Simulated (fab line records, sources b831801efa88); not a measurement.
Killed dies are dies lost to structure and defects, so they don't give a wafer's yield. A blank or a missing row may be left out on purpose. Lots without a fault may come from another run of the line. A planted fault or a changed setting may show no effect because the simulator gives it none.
Which tool did it? | flow sky130 | 12 lots, 36 wafers sampled, at 5 steps of a route of 708

WHAT THE GAUGES READ, wafer by wafer
SKY_NWELL_RS_MEAS_31: measures by four-point-probe. Usual: PWDE_RS 5276 ohm/sq, standard deviation 19.
lot  | measured     | on            | PWDE_RS (ohm/sq) | flag
L339 | day 5 11:53  | film_metro-03 | 5290 5274 5280   |
L340 | day 5 20:38  | film_metro-02 | 5263 5265 5277   |
L341 | day 5 23:35  | film_metro-01 | 5284 5278 5255   |
L343 | day 6 12:37  | film_metro-03 | 5280 5286 5296   |
L344 | day 6 20:20  | film_metro-03 | 5264 5276 5278   |
L349 | day 8 04:53  | film_metro-02 | 5292 5280 5285   |
L351 | day 8 22:10  | film_metro-01 | 5250 5236 5231   |
L356 | day 9 22:44  | film_metro-02 | 5296 5292 5291   |
L357 | day 10 05:19 | film_metro-01 | 5250 5262 5264   |
L358 | day 10 08:08 | film_metro-02 | 5278 5270 5268   |
L360 | day 11 02:38 | film_metro-02 | 5255 5277 5275   |
L361 | day 11 08:56 | film_metro-03 | 5254 5229 5244   |

SKY_VT_ADJUST_HVTP_OVL_MEAS_08. Usual: VT_ADJUST_HVTP_OVL 0.1 nm, standard deviation 1.2.
lot  | measured     | on         | VT_ADJUST_HVTP_OVL (nm) | flag
L339 | day 6 05:50  | overlay-01 | 1.6 0.0 -0.8            |
L340 | day 6 15:31  | overlay-01 | 2.0 3.2 -0.2            |
L341 | day 6 18:19  | overlay-01 | 2.4 2.3 1.4             |
L343 | day 7 07:40  | overlay-01 | -0.2 0.8 0.7            |
L344 | day 7 16:04  | overlay-02 | -0.7 -2.2 -1.0          |
L349 | day 9 01:08  | overlay-02 | -0.3 -0.5 0.3           |
L351 | day 9 19:55  | overlay-02 | -0.4 -3.0 -1.5          |
L356 | day 10 21:14 | overlay-01 | 2.8 1.7 1.7             |
L357 | day 11 03:19 | overlay-02 | -1.4 -1.2 -1.2          |
L358 | day 11 06:31 | overlay-02 | -0.7 -0.1 -0.9          |
L360 | day 12 00:55 | overlay-01 | -0.9 0.4 -1.1           |
L361 | day 12 08:37 | overlay-02 | 0.4 0.3 0.2             |

SKY_VT_ADJUST_NCORE_OVL_MEAS_08. Usual: VT_ADJUST_NCORE_OVL 0.4 nm, standard deviation 1.2.
lot  | measured     | on         | VT_ADJUST_NCORE_OVL (nm) | flag
L339 | day 8 16:16  | overlay-01 | 1.9 0.6 1.5              |
L340 | day 9 03:49  | overlay-02 | 1.9 1.0 2.8              |
L341 | day 9 07:11  | overlay-01 | 1.0 0.1 0.8              |
L343 | day 9 20:55  | overlay-02 | 1.1 0.9 0.8              |
L344 | day 10 06:22 | overlay-02 | 1.6 0.5 1.6              |
L349 | day 11 20:09 | overlay-01 | 0.0 -1.0 -0.6            |
L351 | day 12 16:22 | overlay-01 | 2.1 -1.2 0.7             |
L356 | day 13 22:23 | overlay-01 | -1.6 0.8 0.2             |
L357 | day 14 04:50 | overlay-01 | 2.0 0.2 2.1              |
L358 | day 14 09:15 | overlay-01 | -0.6 -0.7 -0.6           |
L360 | day 15 06:03 | overlay-01 | 1.4 -0.6 0.1             |
L361 | day 15 14:26 | overlay-02 | -2.3 -2.4 -3.5           |

SKY_SONOS_ONO_THK_MEAS_01. Usual: SONOS_ONO_OXIDATION_THK 2.60 nm, standard deviation 0.062.
lot  | measured     | on            | SONOS_ONO_OXIDATION_THK (nm) | flag
L339 | day 11 14:16 | film_metro-02 | 2.51 2.47 2.51               |
L340 | day 12 01:56 | film_metro-04 | 2.61 2.61 2.65               |
L341 | day 12 07:16 | film_metro-04 | 2.61 2.56 2.62               |
L343 | day 12 20:29 | film_metro-03 | 2.56 2.64 2.57               |
L344 | day 13 07:55 | film_metro-04 | 2.58 2.63 2.62               |
L349 | day 15 03:32 | film_metro-04 | 2.94 3.03 2.93               | OFF
L351 | day 16 01:04 | film_metro-04 | 3.11 3.08 3.01               | OFF
L356 | day 17 09:02 | film_metro-04 | 2.65 2.59 2.62               |
L357 | day 17 17:13 | film_metro-03 | 2.52 2.52 2.60               |
L358 | day 17 21:08 | film_metro-03 | 2.59 2.62 2.57               |
L360 | day 18 21:59 | film_metro-04 | 2.65 2.57 2.60               |
L361 | day 19 06:50 | film_metro-03 | 2.54 2.55 2.59               |

WHICH TOOL RAN EACH LOT (tool, then ch and the chambers of the sampled wafers, then the start)
lot  | SKY_SONOS_ONO_OXIDATION_00
L339 | furnace-01 ch 0, day 11 12:55
L340 | furnace-01 ch 0, day 12 00:35
L341 | furnace-02 ch 0, day 12 05:54
L343 | furnace-01 ch 0, day 12 19:08
L344 | furnace-02 ch 0, day 13 06:34
L349 | furnace-01 ch 0, day 15 02:12
L351 | furnace-01 ch 0, day 15 23:43
L356 | furnace-02 ch 0, day 17 07:41
L357 | furnace-02 ch 0, day 17 15:52
L358 | furnace-02 ch 0, day 17 19:47
L360 | furnace-02 ch 0, day 18 20:38
L361 | furnace-01 ch 0, day 19 05:28
- SKY_SONOS_ONO_OXIDATION_00: stabilise 600 s, purge 300 s, target thk 2.6 nm.

WHAT THE TOOLS THEMSELVES READ (means of the sampled wafers that have a number; where no wafer has one, the mark that the record gives instead)
SKY_SONOS_ONO_OXIDATION_00. Usual: ramp_down_c_per_min 3.0001, standard deviation 0.00054; spike_tc_bottom_C 819.5 C, standard deviation 2.3; spike_tc_centre_C 801.3 C, standard deviation 1.1; spike_tc_lower_C 800.7 C, standard deviation 1; spike_tc_top_C 814.9 C, standard deviation 1.4; spike_tc_upper_C 799.6 C, standard deviation 1.2; zone_power_centre_pct 14.75 %, standard deviation 0.2; zone_power_lower_pct 14.66 %, standard deviation 0.16.
lot  | tool       | ramp_down_c_per_min | spike_tc_bottom_C (C) | spike_tc_centre_C (C) | spike_tc_lower_C (C) | spike_tc_top_C (C) | spike_tc_upper_C (C) | zone_power_centre_pct (%) | zone_power_lower_pct (%) | flag
L339 | furnace-01 | 3.0000              | 822.2                 | 801.9                 | 800.6                | 815.3              | 800.5                | 14.77                     | 14.71                    |
L340 | furnace-01 | 3.0003              | 820.7                 | 802.0                 | 801.7                | 815.1              | 800.1                | 14.89                     | 14.52                    |
L341 | furnace-02 | 3.0002              | 817.7                 | 800.4                 | 800.3                | 813.9              | 798.2                | 14.54                     | 14.60                    |
L343 | furnace-01 | 3.0006              | 821.5                 | 801.7                 | 801.2                | 816.5              | 800.0                | 14.86                     | 14.72                    |
L344 | furnace-02 | 3.0006              | 817.3                 | 800.7                 | 800.5                | 813.8              | 799.6                | 14.67                     | 14.60                    |
L349 | furnace-01 | 3.0006              | 831.6                 | 811.9                 | 811.4                | 826.8              | 809.4                | 15.32                     | 15.22                    | OFF
L351 | furnace-01 | 2.9999              | 831.9                 | 812.4                 | 810.8                | 826.0              | 810.7                | 15.36                     | 15.24                    | OFF
L356 | furnace-02 | 3.0005              | 816.9                 | 801.0                 | 799.6                | 814.2              | 800.8                | 14.49                     | 14.63                    |
L357 | furnace-02 | 3.0001              | 816.9                 | 800.4                 | 800.8                | 813.9              | 798.2                | 14.45                     | 14.58                    |
L358 | furnace-02 | 3.0000              | 817.8                 | 801.2                 | 800.3                | 813.8              | 800.0                | 14.70                     | 14.83                    |
L360 | furnace-02 | 2.9997              | 816.7                 | 801.2                 | 801.5                | 813.9              | 798.5                | 14.69                     | 14.40                    |
L361 | furnace-01 | 3.0000              | 821.3                 | 801.9                 | 800.2                | 815.5              | 800.6                | 14.88                     | 14.63                    |

THE ANSWER, worked out from the rows above alone
Rule: a lot is off if the mean of its wafers that have a number lies more than 3 standard deviations from the usual mean. A lot without any number at a reading at which 4 lots or more have one is off too. The other lots that the step has rows for count as sound. The gauges are gone through in route order, then the tools' own readings, and for those a lot's mean is taken as printed above. The first step at which some lot is off is used, and at that step the reading that is off furthest; a lot without a number counts as furthest.
Off: L349, L351, at SKY_SONOS_ONO_THK_MEAS_01 (SONOS_ONO_OXIDATION_THK).
A tool fits if, at a process step before that reading, it ran every lot that is off, and no sound lot after the first of them. The gauges at SKY_SONOS_ONO_THK_MEAS_01 aren't tried: what is off there is off at SKY_SONOS_ONO_OXIDATION_00 too, on other tools, and a gauge's error can't cause that. None of those tried fits.

WHAT THE SIMULATOR HAD PUT IN
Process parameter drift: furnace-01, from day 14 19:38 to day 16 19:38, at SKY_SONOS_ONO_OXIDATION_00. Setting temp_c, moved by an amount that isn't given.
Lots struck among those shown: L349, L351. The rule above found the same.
